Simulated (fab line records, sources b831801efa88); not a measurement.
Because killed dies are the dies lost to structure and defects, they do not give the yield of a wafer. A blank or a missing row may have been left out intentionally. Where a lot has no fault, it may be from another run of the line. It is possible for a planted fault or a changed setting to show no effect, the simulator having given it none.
A struck lot beside a sound one / flow sky130 / 15 steps out of a route of 708
Sound: the wafers L492.1, L492.4, L492.6. Struck: wafer L491.4 (L491.2, L491.3, from the same lot, were not struck and are left out); the cause is given at the end.
At each step with rows: each side's tool, then ch and its chambers, then its first start. Under that, the readings that differ: sound wafers / struck wafers / difference of the means / sigmas: that difference in standard deviations of wafers without a fault.
alike: readings with means less than 2 such deviations apart, plus words and numbers identical on both sides. not compared: withheld readings, readings lacking a value on some wafer, bounds such as >300 that could conceal the same value, and numbers that have no deviation in the record and whose values overlap.
A row with sigmas, a row that says differs or no value, or rows on one side alone: a step with any of these is where the two part. Non-overlapping numbers with no deviation appear without sigmas and do not part them. A reading that every wafer of one side lacks parts them only if that side has two wafers or more.

first, 8 steps without rows for these wafers: SKY_FIELD_ISO_DEHYDRATE_05 (time 60 s); SKY_FIELD_ISO_HMDS_06 (prime time 60 s); SKY_FIELD_ISO_COAT_07 (resist thk 60 nm); SKY_FIELD_ISO_COAT_08 (resist thk 450 nm); SKY_FIELD_ISO_SOFTBAKE_09 (time 90 s); SKY_FIELD_ISO_EXPOSE_10 (exposes mask FOM, target cd 150 nm); SKY_FIELD_ISO_PEB_11; SKY_FIELD_ISO_DEVELOP_12 (develop time 60 s).
SKY_FIELD_ISO_CD_MEAS_13: the cd target is 150 nm.
  sound on cd sem-02 at day 4 23:41; struck on cd sem-01 at day 4 17:58
  alike: cd nm
SKY_FIELD_ISO_ETCH_14: etches BARC in N2/H2, stops on SiO2, time 45.9 s, target depth 60 nm.
  sound on rie diel-01 ch 0,1, day 4 23:49; struck on rie diel-02 ch 0, day 4 18:04
reading=oes product au (a.u.); sound=0.860 0.867 0.861; struck=0.850; difference=-0.013; sigmas=-3
  alike: bias w, chamber pressure mTorr, drypump motor current A, n2 flow sccm, run length s, throttle valve pct
  not compared: rf hours counter h
SKY_FIELD_ISO_ETCH_15: etches the open film in CHF3/O2, stops on Si, target depth 180 nm, time 72 s.
  sound on rie diel-01 ch 0,1, day 4 23:51; struck on rie diel-02 ch 0, day 4 18:06
reading=chamber pressure mTorr (mTorr); sound=40.01 39.98 40.03; struck=39.92; difference=-0.09; sigmas=-2
  alike: bias w, drypump motor current A, oes product au, run length s, throttle valve pct
  not compared: rf hours counter h
SKY_FIELD_ISO_STRIP_16: strips in O2/N2.
  sound on plasma asher-01 ch 0,1, day 4 23:55; struck on plasma asher-04 ch 1, day 4 18:09
reading=chamber pressure mTorr (mTorr); sound=1497.8 1500.2 1497.9; struck=1501.3; difference=+2.7; sigmas=+2
reading=strip time to endpoint s (s); sound=3.57 3.60 3.59; struck=3.51; difference=-0.08; sigmas=-2
  alike: drypump motor current A, n2 flow sccm, oes product au
  not compared: rf hours counter h
SKY_FIELD_ISO_ETCH_17: etches Si in HBr/Cl2/O2, target depth 342 nm, time 97.7 s.
  sound on rie si-02 ch 0,1,3, day 5 00:01; struck on rie si-01 ch 3, day 4 18:15
reading=run length s (s); sound=126.0 125.6 125.6; struck=117.2; difference=-8.5; sigmas=-22
reading=model.FIELD_ISO.feature depth nm (nm); sound=336.7 347.8 337.9; struck=307.5; difference=-33.3; sigmas=
reading=model.etch.depth nm (nm); sound=336.7 347.8 337.9; struck=307.5; difference=-33.3; sigmas=
  alike: chamber pressure mTorr, drypump motor current A, oes product au, throttle valve pct
  not compared: bias w, rf hours counter h
then, 1 step without rows for these wafers: SKY_FIELD_ISO_WET_ETCH_18 (etches Si3N4 in H3PO4, target depth 25 nm, time 276.3 s).
-- the record jumps here: 44 days lie between the struck wafers' starts before and after (it left off in module FIELD_ISO and takes up again in module PAD_OPEN, whose first step shown is number 708 of the route) --
SKY_PAD_OPEN_PROBE_99:
  sound on prober-01 at day 49 05:08; struck on prober-02 at day 48 15:55
reading=model.etest.res_p_drift_20v.line ohm um; sound=1.1e+04 1.191e+04 1.122e+04; struck=9805; difference=-1572; sigmas=
reading=model.etest.res_p_drift_20v.rs ohm sq; sound=9428 1.003e+04 9450; struck=8151; difference=-1485; sigmas=
reading=model.etest.pfet_16v.r on ohm um; sound=1.544e+04 1.578e+04 1.541e+04; struck=1.416e+04; difference=-1.383e+03; sigmas=
reading=model.etest.res iso pwell.rs ohm sq; sound=2933 3178 2932; struck=2439; difference=-575; sigmas=
reading=model.etest.res iso pwell.line ohm um; sound=1099 1197 1099; struck=933.9; difference=-197.8; sigmas=
reading=model.etest.res nwell.line ohm um; sound=1186 1249 1214; struck=1077; difference=-139; sigmas=
reading=model.etest.res nwell.rs ohm sq; sound=994.7 1046 1002; struck=884.8; difference=-129.4; sigmas=
reading=model.etest.pfet_16v.drive ua um; sound=236.5 234 237.7; struck=253.9; difference=+17.8; sigmas=
  alike: killed_at_M0_to_M3, killed_at_M4_up, killed at contacts, killed at front end, killed at other, killed dies, killed on rim, killed open, killed short

## WHERE THEY PART
First at SKY_FIELD_ISO_ETCH_14; last, within this record, at SKY_FIELD_ISO_ETCH_17. Later steps at which nothing parts them and some readings are alike: SKY_PAD_OPEN_PROBE_99.

WHY: the cause the simulator had injected
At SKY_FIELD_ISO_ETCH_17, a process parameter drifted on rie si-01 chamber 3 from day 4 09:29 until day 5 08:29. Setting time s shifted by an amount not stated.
